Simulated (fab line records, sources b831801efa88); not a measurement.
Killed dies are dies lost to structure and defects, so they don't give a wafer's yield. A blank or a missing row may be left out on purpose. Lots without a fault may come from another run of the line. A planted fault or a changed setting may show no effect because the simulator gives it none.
Chamber matching | flow sky130 | SKY_LI_CONTACT_CMP_02 on cmp-02: 4 sister chambers
The step polishes PSG. 8 wafers are shown with their chamber, then 9 later ones without.

WAFERS WITH THEIR CHAMBER
wafer  | chamber | motor_current_A (A) | time_to_endpoint_s (s)
L085.6 | 1       | 12.4                | 36.0
L086.2 | 0       | 11.6                | 34.6
L086.6 | 2       | 13.8                | 33.0
L087.2 | 2       | 13.3                | 34.8
L087.4 | 0       | 11.5                | 33.4
L089.1 | 3       | 12.0                | 37.4
L089.2 | 1       | 11.4                | 33.3
L089.6 | 3       | 12.2                | 38.2

WAFERS WITHOUT THEIR CHAMBER
wafer  | motor_current_A (A) | time_to_endpoint_s (s)
L090.1 | 12.3                | 33.5
L090.4 | 11.7                | 36.2
L090.6 | 12.2                | 34.1
L092.3 | 11.8                | 36.8
L092.4 | 13.6                | 37.3
L092.5 | 12.1                | 37.2
L097.1 | 12.1                | 34.3
L097.3 | 13.8                | 33.2
L097.5 | 13.5                | 30.4

WHICH CHAMBER EACH WENT THROUGH
wafer  | from the rows above          | in truth
L090.1 | can't be placed: 1 or 0 or 2 | 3
L090.4 | can't be placed: 1 or 3 or 0 | 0
L090.6 | can't be placed: 1 or 0      | 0
L092.3 | can't be placed: 3 or 1 or 0 | 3
L092.4 | can't be placed: 2 or 3      | 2
L092.5 | can't be placed: 3 or 1      | 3
L097.1 | can't be placed: 1 or 0      | 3
L097.3 | 2                            | 2
L097.5 | 2                            | 2
Placed correctly: 2 of 9. Can't be placed from these rows: 7 (the true chamber is among the candidates in 5). Placed wrongly: 0.
How it was worked out, from the rows above alone: a wafer's distance from a chamber is the root of the sum, over the readings, of the square of ((its reading less the chamber's mean) divided by the reading's scatter). The wafer belongs to the nearest chamber; if the next one is less than 2 further off, it can't be placed. A chamber's mean is the mean of its shown wafers. The scatter: the root of (the sum of the squares of (reading less its chamber's mean) over the shown wafers, divided by (wafers less chambers)).
